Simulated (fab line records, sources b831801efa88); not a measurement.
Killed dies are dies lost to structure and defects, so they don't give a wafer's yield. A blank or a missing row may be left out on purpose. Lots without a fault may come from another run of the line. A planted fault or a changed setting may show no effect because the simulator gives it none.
fab line records | flow sky130
record lots=6 wafers=18 last_day=50
route steps=708 shown VIA1@460 PAD_OPEN@708
lots that met no fault: from a run of the same line without faults
start_h: hours from the record's first day to the start of the lot's first wafer shown | wait_h: hours since the lot's step before | " the same as in the row above | L1.1+2: a row that stands for several wafers | - no value, or no start given | * or withheld: withheld | < > ~ a bound
route shown NAME@n: a module of which the file shows steps, and the number in the route of the first | usual: mean/standard deviation of fault-free wafers | same: alike in all rows | chamber/n: place in a boat | sites: the reading at each site | _std_site: their standard deviation | _edge_site: outer sites' mean less inner sites' | radius_mm: how far each site lies from the wafer's centre | mask NAME#n: copy n | behind: the tool/chamber that last shaped the wafer | hold: why the lot was held/for how many hours/how that ended | device: the transistor (n, p or np) that didn't switch | end of line: the same wafers' tests at the end of the route | a step without rows: its recipe alone | killed: dies lost to structure and defects at the first sort, not the wafer's yield | map: a wafer's dies, x killed, . not, _ none there
set.NAME: the setting as run; set.NAME@STEP: as run at that earlier step | model.NAME: the simulator's own value behind a step, which no gauge read
lots at some steps of the route; a table a step, a row a wafer
services: from which hour (start_h, from the record's first day; less than 0 if before it) a tool's chamber was out of use, for how many hours, and why
## steps
# step SKY_VIA1_CMP_02
# recipe material=SiO2 down_force_psi=4 platen_rpm=60 pad_velocity_m_s=0.94248
# usual motor_current_A=12.9/1.1
# columns lot.wafer tool chamber start_h wait_h motor_current_A
L679.4 cmp-02 2 818.67 0.0 11.4
L679.3 " 3 " " 11.5
L679.1 " 1 " " 13.1
L681.4 cmp-01 0 835.87 0.2 14.2
L681.1 " 1 " " 14.1
L681.3 " 3 " " 12.9
L683.4 cmp-01 3 847.47 0.0 13.7
L683.1 " 2 " " 11.4
L683.5 " 3 " " 12.9
L685.4 cmp-01 1 896.91 0.1 14.0
L685.2 " 2 " " 11.4
L685.5 " 3 " " 13.4
L690.1 cmp-01 2 900.62 0.1 11.3
L690.2 " 0 " " 14.1
L690.6 " 3 " " 14.2
L695.2 cmp-02 2 940.21 0.0 11.1
L695.3 " 0 " " 12.2
L695.4 " 1 " " 13.6
# step SKY_VIA1_BOW_MEAS_03
# recipe mode=bow
# usual VIA1_BOW=81/6.7
# columns lot.wafer tool chamber start_h wait_h VIA1_BOW[um]
L679.1 film_metro-03 - 818.97 0.1 82
L679.3 " - " " 82
L679.4 " - " " 68
L681.1 film_metro-02 - 836.17 0.2 68
L681.3 " - " " 82
L681.4 " - " " 78
L683.1 film_metro-02 - 847.77 0.1 74
L683.4 " - " " 80
L683.5 " - " " 83
L685.2 film_metro-03 - 897.13 0.1 90
L685.4 " - " " 87
L685.5 " - " " 84
L690.1 film_metro-01 - 900.92 0.2 81
L690.2 " - " " 72
L690.6 " - " " 84
L695.2 film_metro-02 - 940.53 0.3 79
L695.3 " - " " 85
L695.4 " - " " 91
# step SKY_VIA1_DEHYDRATE_04
# recipe temp_c=200 time_s=60
# step SKY_VIA1_HMDS_05
# recipe prime_time_s=60 prime_temp_c=120
# step SKY_VIA1_COAT_06
# recipe resist=BARC temp_c=withheld time_s=withheld spin_rpm=3000 resist_thk_nm=60
# step SKY_VIA1_COAT_07
# recipe resist=KrF-thick spin_rpm=3000 resist_thk_nm=450
# step SKY_VIA1_SOFTBAKE_08
# recipe temp_c=100 time_s=90 resist=KrF-thick
# step SKY_VIA1_EXPOSE_09
# recipe mask_id=VIM na=0.8 source_shape=annular sigma_inner=0.55 sigma_outer=0.85 target_cd_nm=150 dose_mj=38
# step SKY_VIA1_PEB_10
# recipe peb_temp_c=withheld peb_time_s=withheld resist=KrF-thick
# step SKY_VIA1_DEVELOP_11
# recipe develop_time_s=60 resist=KrF-thick dev_temp_c=21
# step SKY_VIA1_CD_MEAS_12
# recipe target_cd_nm=150
# usual cd_nm=150.2/1.7
# columns lot.wafer tool chamber start_h wait_h cd_nm
L679.1 cd_sem-02 - 845.74 - 151.4
L679.3 " - " " 150.6
L679.4 " - " " 149.0
L681.1 cd_sem-02 - 862.42 - 148.1
L681.3 " - " " 149.6
L681.4 " - " " 149.0
L683.1 cd_sem-01 - 873.61 - 149.5
L683.4 " - " " 149.3
L683.5 " - " " 149.1
L685.2 cd_sem-01 - 922.57 - 150.5
L685.4 " - " " 151.0
L685.5 " - " " 149.9
L690.1 cd_sem-01 - 926.26 - 149.9
L690.2 " - " " 149.1
L690.6 " - " " 150.9
L695.2 cd_sem-02 - 965.34 - 150.7
L695.3 " - " " 152.0
L695.4 " - " " 151.0
# step SKY_VIA1_OVL_MEAS_13
# usual VIA1_OVL=-3/5.9
# columns lot.wafer tool chamber start_h wait_h VIA1_OVL[nm]
L679.1 overlay-02 - 845.86 0.1 0
L679.3 " - " " 4
L679.4 " - " " -2
L681.1 overlay-01 - 862.54 0.1 0
L681.3 " - " " 0
L681.4 " - " " -8
L683.1 overlay-01 - 873.73 0.1 -8
L683.4 " - " " 7
L683.5 " - " " -1
L685.2 overlay-01 - 922.67 0.1 9
L685.4 " - " " 5
L685.5 " - " " -3
L690.1 overlay-01 - 926.38 0.1 -7
L690.2 " - " " -3
L690.6 " - " " -5
L695.2 overlay-01 - 965.44 0.1 -11
L695.3 " - " " -2
L695.4 " - " " -13
# step SKY_VIA1_ETCH_14
# recipe chemistry=N2/H2 target=BARC ion_energy_ev=200 source_w=500 bias_w=100 pressure_mtorr=30 n2_flow_sccm=100 h2_flow_sccm=200 stop_on=SiO2 time_s=45.9 target_depth_a=600
# usual drypump_motor_current_A=5.7/0.46 h2_flow_sccm=200.1/0.58 oes_product_au=0.854/0.0047 rf_fwd_power_W=494.5/2 throttle_valve_pct=13.225/0.0092
# columns lot.wafer tool chamber start_h wait_h drypump_motor_current_A h2_flow_sccm oes_product_au rf_fwd_power_W rf_hours_counter_h throttle_valve_pct model.KrF-thick_of_VIA1_COAT_07.thk_nm
L679.1 rie_diel-04 2 845.90 0.0 5.2 200.1 0.851 493.5 0 13.221 394.3
L679.3 " 0 " " 6.0 199.7 0.861 492.1 6 13.222 394.4
L679.4 " 1 " " 5.8 200.9 0.852 494.0 6 13.214 393
L681.1 rie_diel-03 2 862.57 0.0 6.1 199.4 0.854 491.3 4 13.215 392.7
L681.3 " 3 " " 6.1 200.2 0.859 496.1 2 13.224 391.7
L681.4 " 0 " " 5.1 199.7 0.851 495.6 1 13.226 392
L683.1 rie_diel-01 3 873.77 0.0 4.9 201.3 0.847 494.0 11 13.206 391.9
L683.4 " 1 " " 5.3 199.4 0.866 492.8 12 13.225 394.4
L683.5 " 3 " " 5.0 200.5 0.852 493.2 - 13.232 391
L685.2 rie_diel-01 1 922.70 0.0 5.3 200.5 0.848 413.8 14 13.221 398.1
L685.4 " 0 " " 5.5 199.6 0.848 497.5 12 13.216 393.9
L685.5 " 2 " " 6.2 199.8 0.855 497.1 - 13.234 392.3
L690.1 rie_diel-01 2 926.42 0.0 6.2 200.9 0.866 496.6 19 13.243 394.7
L690.2 " 1 " " 5.3 199.9 0.857 416.8 14 13.227 400.8
L690.6 " 3 " " 5.0 200.5 0.852 496.6 - 13.223 391.4
L695.2 rie_diel-03 2 965.47 0.0 6.2 199.9 0.852 492.1 8 13.223 390.9
L695.3 " 1 " " 6.1 200.3 0.851 496.7 18 13.227 390.6
L695.4 " 3 " " 6.1 199.9 0.859 493.0 5 13.220 390.9
# step SKY_VIA1_ETCH_15
# recipe target=SiO2 chemistry=C4F8/O2/Ar target_depth_nm=351 stop_on=TiN mask_material=KrF-thick source_w=1500 bias_w=1200 pressure_mtorr=40 c4f8_flow_sccm=withheld O2_flow_sccm=6 Ar_flow_sccm=300 time_s=54
# usual oes_product_au=0.982/0.0078 rf_fwd_power_W=1486/5.7
# columns lot.wafer tool chamber start_h wait_h oes_product_au rf_fwd_power_W rf_hours_counter_h model.KrF-thick_of_VIA1_COAT_07.thk_nm
L679.1 rie_diel-04 2 845.94 0.0 0.969 1470 0 326.9
L679.3 " 0 " " 0.981 1483 6 324.3
L679.4 " 1 " " 0.997 1481 6 320.9
L681.1 rie_diel-03 2 862.61 0.0 0.980 1485 4 321.4
L681.3 " 3 " " 0.979 1492 2 319.4
L681.4 " 0 " " 0.978 1484 1 320.2
L683.1 rie_diel-01 3 873.81 0.0 0.981 1478 11 318.4
L683.4 " 1 " " 0.978 1477 12 323.1
L683.5 " 3 " " 0.988 1484 - 317.1
L685.2 rie_diel-01 1 922.74 0.0 0.991 1492 14 328.5
L685.4 " 0 " " 0.969 1498 12 327.3
L685.5 " 2 " " 0.979 1484 - 321.9
L690.1 rie_diel-01 2 926.46 0.0 0.979 1496 19 323.9
L690.2 " 1 " " 0.976 1478 14 330.5
L690.6 " 3 " " 0.983 1484 - 319.2
L695.2 rie_diel-03 2 965.51 0.0 0.982 1483 8 319.6
L695.3 " 1 " " 0.982 1494 18 318.3
L695.4 " 3 " " 0.986 1489 5 319.1
# step SKY_VIA1_STRIP_16
# recipe chemistry=O2/N2 power_w=1400 pressure_mtorr=1500 platen_temp_c=withheld o2_flow_sccm=3000 n2_flow_sccm=300 overash_fraction=0.5
# usual drypump_motor_current_A=5.67/0.26 oes_product_au=0.415/0.0047 strip_time_to_endpoint_s=4.45/0.033
# same overash_fraction=0.5
# columns lot.wafer tool chamber start_h wait_h drypump_motor_current_A oes_product_au rf_hours_counter_h strip_time_to_endpoint_s
L679.1 plasma_asher-01 0 845.99 0.0 5.86 0.418 73 4.50
L679.3 " 0 " " 5.87 0.416 - 4.48
L679.4 " 1 " " 5.17 0.413 - 4.45
L681.1 plasma_asher-03 1 862.66 0.0 5.70 0.415 101 4.44
L681.3 " 0 " " 5.71 0.414 - 4.43
L681.4 " 1 " " 5.72 0.420 - 4.43
L683.1 plasma_asher-01 0 873.86 0.0 5.89 0.417 75 4.41
L683.4 " 0 " " 5.86 0.416 - 4.46
L683.5 " 1 " " 5.18 0.412 - 4.40
L685.2 plasma_asher-04 0 922.79 0.0 6.03 0.414 16 4.52
L685.4 " 1 " " 5.43 0.425 - 4.51
L685.5 " 0 " " 6.04 0.420 - 4.46
L690.1 plasma_asher-01 1 926.51 0.0 5.20 0.420 81 4.49
L690.2 " 0 " " 5.87 0.416 81 4.56
L690.6 " 0 " " 5.86 0.415 - 4.42
L695.2 plasma_asher-03 0 965.56 0.0 5.71 0.418 112 4.43
L695.3 " 1 " " 5.69 0.411 - 4.41
L695.4 " 0 " " 5.70 0.412 - 4.42
# step SKY_PAD_OPEN_PROBE_99
# usual defect_limited_yield=82.4/1.9 killed_at_M0_to_M3=44/6.5 killed_at_M4_up=2.9/1.7 killed_at_contacts=24/5.7 killed_at_front_end=16/4.4 killed_at_other=0.2/0.48 killed_dies=87/9.6 killed_open=48/6.7 killed_short=38/6.2
# same gross_dies=492 killed_at_back_side=0
# columns lot.wafer tool chamber start_h wait_h defect_limited_yield[%] killed_at_M0_to_M3 killed_at_M4_up killed_at_contacts killed_at_front_end killed_at_other killed_dies killed_open killed_short
L679.1 prober-02 - 1121.73 0.1 85.4 41 0 20 11 0 72 35 37
L679.3 prober-02 - 1121.83 0.2 80.5 47 1 36 12 0 96 58 38
L679.4 prober-02 - 1121.88 0.2 82.5 46 2 17 20 1 86 42 44
L683.1 prober-01 - 1142.35 0.1 83.9 43 3 24 8 1 79 45 34
L683.4 prober-01 - 1142.50 0.2 84.8 36 3 24 12 0 75 49 26
L683.5 prober-01 - 1142.55 0.2 83.7 34 5 30 11 0 80 48 32
L690.1 prober-02 - 1182.09 0.1 84.6 37 7 17 14 1 76 40 36
L690.2 prober-02 - 1182.14 0.1 86.2 30 2 20 16 0 68 39 29
L690.6 prober-02 - 1182.34 0.2 86.6 34 3 20 9 0 66 33 33
L695.2 prober-02 - 1203.78 0.1 83.5 46 1 23 11 0 81 46 35
L695.3 prober-02 - 1203.83 0.2 81.1 49 4 21 18 1 93 49 43
L695.4 prober-02 - 1203.88 0.2 82.7 45 2 24 14 0 85 51 34
# killed by level:class
L679.1 VIA1:geometric_particle:open=8 METAL2:geometric_particle:short=6 LI_CONTACT:geometric_particle:open=6 LOCAL_INTERCONNECT:geometric_particle:short=6 VIA2:geometric_particle:open=6 VIA3:geometric_particle:open=5 METAL3:geometric_particle:short=4 POLY_GATE:geometric_particle:short=3
L679.3 CONTACT:geometric_particle:open=12 VIA1:geometric_particle:open=11 VIA3:geometric_particle:open=10 LI_CONTACT:geometric_particle:open=8 CONTACT:geometric_particle:short=7 VIA2:geometric_particle:open=7 METAL2:geometric_particle:short=6 FIELD_ISO:geometric_particle:open=5
L679.4 METAL2:geometric_particle:short=10 POLY_GATE:geometric_particle:short=8 METAL1:geometric_particle:short=8 VIA2:geometric_particle:open=7 CONTACT:geometric_particle:open=7 VIA1:geometric_particle:open=7 VIA3:geometric_particle:open=6 POLY_GATE:geometric_particle:open=4
L683.1 VIA1:geometric_particle:open=13 CONTACT:geometric_particle:open=12 VIA2:geometric_particle:open=10 METAL1:geometric_particle:short=5 VIA3:geometric_particle:open=5 LOCAL_INTERCONNECT:geometric_particle:short=4 CONTACT:geometric_particle:short=4 VIA1:geometric_particle:short=4
L683.4 CONTACT:geometric_particle:open=10 VIA1:geometric_particle:open=9 VIA2:geometric_particle:open=8 LI_CONTACT:geometric_particle:open=7 VIA3:geometric_particle:open=7 CONTACT:geometric_particle:short=5 FIELD_ISO:geometric_particle:short=4 POLY_GATE:geometric_particle:open=4
L683.5 CONTACT:geometric_particle:open=12 VIA3:geometric_particle:open=11 LI_CONTACT:geometric_particle:open=10 LOCAL_INTERCONNECT:geometric_particle:short=6 POLY_GATE:geometric_particle:short=5 VIA2:geometric_particle:open=5 VIA1:geometric_particle:short=4 VIA1:geometric_particle:open=3
L690.1 VIA1:geometric_particle:open=10 CONTACT:geometric_particle:open=8 POLY_GATE:geometric_particle:short=6 LI_CONTACT:geometric_particle:open=6 METAL4:geometric_particle:short=6 METAL1:geometric_particle:short=6 VIA2:geometric_particle:open=5 VIA3:geometric_particle:open=4
L690.2 LI_CONTACT:geometric_particle:open=11 CONTACT:geometric_particle:open=7 POLY_GATE:geometric_particle:open=5 VIA1:geometric_particle:short=5 VIA3:geometric_particle:open=4 METAL3:geometric_particle:short=4 FIELD_ISO:geometric_particle:open=3 METAL1:geometric_particle:short=3
L690.6 VIA1:geometric_particle:open=10 LI_CONTACT:geometric_particle:open=8 METAL1:geometric_particle:short=7 POLY_GATE:geometric_particle:short=5 CONTACT:geometric_particle:open=5 CONTACT:geometric_particle:short=4 METAL2:geometric_particle:short=4 VIA1:geometric_particle:short=3
L695.2 VIA1:geometric_particle:open=12 CONTACT:geometric_particle:open=8 VIA2:geometric_particle:short=6 VIA3:geometric_particle:open=5 LI_CONTACT:geometric_particle:open=5 CONTACT:geometric_particle:short=5 VIA1:geometric_particle:short=5 VIA2:geometric_particle:open=5
L695.3 LI_CONTACT:geometric_particle:open=11 METAL1:geometric_particle:short=10 POLY_GATE:geometric_particle:short=8 VIA2:geometric_particle:open=8 VIA1:geometric_particle:open=7 CONTACT:geometric_particle:open=6 METAL2:geometric_particle:short=5 VIA2:geometric_particle:short=4
L695.4 METAL1:geometric_particle:short=10 VIA1:geometric_particle:open=10 LI_CONTACT:geometric_particle:open=9 CONTACT:geometric_particle:open=8 FIELD_ISO:geometric_particle:open=5 METAL3:geometric_particle:short=5 POLY_GATE:geometric_particle:open=5 CONTACT:geometric_particle:short=4
## services
# columns tool chamber start_h hours kind
cmp-02 - 803.06 4.3 repair
rie_diel-01 0 803.69 9.1 repair
cmp-02 - 806.43 1.7 repair
cmp-01 - 810.89 15.8 pm
rie_diel-03 0 813.44 - clean
rie_diel-03 0 813.44 19.0 scheduled_down
rie_diel-03 0 813.44 19.0 vent_cycle
rie_diel-04 2 823.22 - clean
rie_diel-04 2 823.22 14.5 scheduled_down
rie_diel-04 2 823.22 14.5 vent_cycle
rie_diel-01 - 824.05 2.8 pm
cmp-01 - 831.15 2.3 repair
plasma_asher-04 - 834.37 0.3 repair
rie_diel-03 0 835.04 3.9 repair
cmp-01 - 856.68 1.1 repair
plasma_asher-04 - 887.75 15.6 pm
rie_diel-04 - 890.97 15.6 pm
cmp-02 - 900.34 5.1 repair
rie_diel-04 2 918.90 34.7 repair
cmp-02 - 924.73 4.0 pm
cmp-02 - 928.73 - consumable_replace:conditioner
rie_diel-01 1 940.29 6.3 repair
rie_diel-03 1 940.67 9.6 repair
cmp-01 - 951.59 1.4 repair
## key
first_sign step=SKY_VIA1_ETCH_14 reading=rf_fwd_power_W direction=down sigmas=40 usual=494.5 struck=415.3
effect none on later readings
model_effect step=SKY_VIA1_ETCH_14 value=KrF-thick_of_VIA1_COAT_07.thk_nm without=393.2 struck=399.5
model_effect step=SKY_VIA1_ETCH_15 value=KrF-thick_of_VIA1_COAT_07.thk_nm without=323.2 struck=329.5
met_at SKY_VIA1_ETCH_14
struck_wafers L685.2,L690.2
onset_between 873.77 922.70
fault kind=process_parameter_drift tool=rie_diel-01 chamber=1 onset_h=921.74 steps=SKY_VIA1_ETCH_14 channel=source_w offset=-80 shape=step end_h=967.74 acts_in=these_recipes_only stated=500
